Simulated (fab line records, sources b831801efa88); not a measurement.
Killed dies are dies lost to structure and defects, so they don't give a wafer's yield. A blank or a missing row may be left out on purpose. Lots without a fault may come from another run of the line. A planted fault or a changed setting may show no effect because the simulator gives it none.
Which tool did it? | flow gf180mcu | 15 lots, 45 wafers sampled, at 2 steps of a route of 602

WHAT THE GAUGES READ, wafer by wafer
GF_VT_IMPLANT_TW_MEAS_43. Usual: VT_IMPLANT_4_TW 690, standard deviation 6.6.
lot  | measured     | on            | VT_IMPLANT_4_TW | flag
L727 | day 7 13:13  | film_metro-04 | 682 681 679     |
L729 | day 8 03:14  | film_metro-04 | 685 688 683     |
L728 | day 8 04:31  | film_metro-01 | 700 697 702     |
L730 | day 8 10:37  | film_metro-04 | 690 688 685     |
L731 | day 8 17:54  | film_metro-01 | 700 701 699     |
L733 | day 9 07:52  | film_metro-04 | 689 685 685     |
L734 | day 9 15:50  | film_metro-01 | 698 698 694     |
L737 | day 10 13:13 | film_metro-01 | 633 632 634     | OFF
L739 | day 10 23:32 | film_metro-04 | 619 620 619     | OFF
L741 | day 11 14:22 | film_metro-04 | 621 624 626     | OFF
L745 | day 12 14:37 | film_metro-04 | 692 691 690     |
L746 | day 12 21:38 | film_metro-04 | 689 689 692     |
L748 | day 13 09:43 | film_metro-04 | 687 685 686     |
L749 | day 13 18:27 | film_metro-01 | 697 697 700     |
L750 | day 14 03:44 | film_metro-03 | 681 680 679     |

WHICH TOOL RAN EACH LOT (tool, then ch and the chambers of the sampled wafers, then the start)
lot  | GF_VT_IMPLANT_IMPLANT_41
L727 | implanter-04 ch 0, day 7 12:58
L729 | implanter-04 ch 0, day 8 02:59
L728 | implanter-01 ch 0, day 8 04:16
L730 | implanter-03 ch 0, day 8 10:22
L731 | implanter-04 ch 0, day 8 17:39
L733 | implanter-03 ch 0, day 9 07:36
L734 | implanter-01 ch 0, day 9 15:35
L737 | implanter-04 ch 0, day 10 13:01
L739 | implanter-04 ch 0, day 10 23:17
L741 | implanter-04 ch 0, day 11 14:09
L745 | implanter-03 ch 0, day 12 14:22
L746 | implanter-01 ch 0, day 12 21:25
L748 | implanter-01 ch 0, day 13 09:28
L749 | implanter-04 ch 0, day 13 18:12
L750 | implanter-01 ch 0, day 14 03:31
- GF_VT_IMPLANT_IMPLANT_41

WHAT THE TOOLS THEMSELVES READ (means of the sampled wafers that have a number; where no wafer has one, the mark that the record gives instead)
GF_VT_IMPLANT_IMPLANT_41. Usual: beam_energy_keV 70.004, standard deviation 0.019; dose_ions_cm2 1.0132e+12, standard deviation 1e+09; faraday_current_uA 5.74, standard deviation 0.12.
lot  | tool         | beam_energy_keV | dose_ions_cm2 | faraday_current_uA | flag
L727 | implanter-04 | 69.989          | 1.0127e+12    | 5.74               |
L729 | implanter-04 | 70.021          | 1.0131e+12    | 5.71               |
L728 | implanter-01 | 70.018          | 1.0127e+12    | 5.71               |
L730 | implanter-03 | 70.002          | 1.0138e+12    | 5.70               |
L731 | implanter-04 | 70.006          | 1.0145e+12    | 5.74               |
L733 | implanter-03 | 70.005          | 1.0131e+12    | 5.70               |
L734 | implanter-01 | 70.015          | 1.0144e+12    | 5.93               |
L737 | implanter-04 | 69.986          | 7.4453e+11    | 4.20               | OFF
L739 | implanter-04 | 70.002          | 7.4493e+11    | 4.18               | OFF
L741 | implanter-04 | 70.008          | 7.4393e+11    | 4.18               | OFF
L745 | implanter-03 | 70.000          | 1.0125e+12    | 5.79               |
L746 | implanter-01 | 70.006          | 1.0131e+12    | 5.71               |
L748 | implanter-01 | 70.027          | 1.0134e+12    | 5.84               |
L749 | implanter-04 | 70.000          | 1.0128e+12    | 5.70               |
L750 | implanter-01 | 70.005          | 1.0138e+12    | 5.83               |

THE ANSWER, worked out from the rows above alone
Rule: a lot is off if the mean of its wafers that have a number lies more than 3 standard deviations from the usual mean. A lot without any number at a reading at which 4 lots or more have one is off too. The other lots that the step has rows for count as sound. The gauges are gone through in route order, then the tools' own readings, and for those a lot's mean is taken as printed above. The first step at which some lot is off is used, and at that step the reading that is off furthest; a lot without a number counts as furthest.
Off: L737, L739, L741, at GF_VT_IMPLANT_TW_MEAS_43 (VT_IMPLANT_4_TW).
A tool fits if, at a process step before that reading, it ran every lot that is off, and no sound lot after the first of them. The gauges at GF_VT_IMPLANT_TW_MEAS_43 aren't tried: what is off there is off at GF_VT_IMPLANT_IMPLANT_41 too, on other tools, and a gauge's error can't cause that. None of those tried fits.

WHAT THE SIMULATOR HAD PUT IN
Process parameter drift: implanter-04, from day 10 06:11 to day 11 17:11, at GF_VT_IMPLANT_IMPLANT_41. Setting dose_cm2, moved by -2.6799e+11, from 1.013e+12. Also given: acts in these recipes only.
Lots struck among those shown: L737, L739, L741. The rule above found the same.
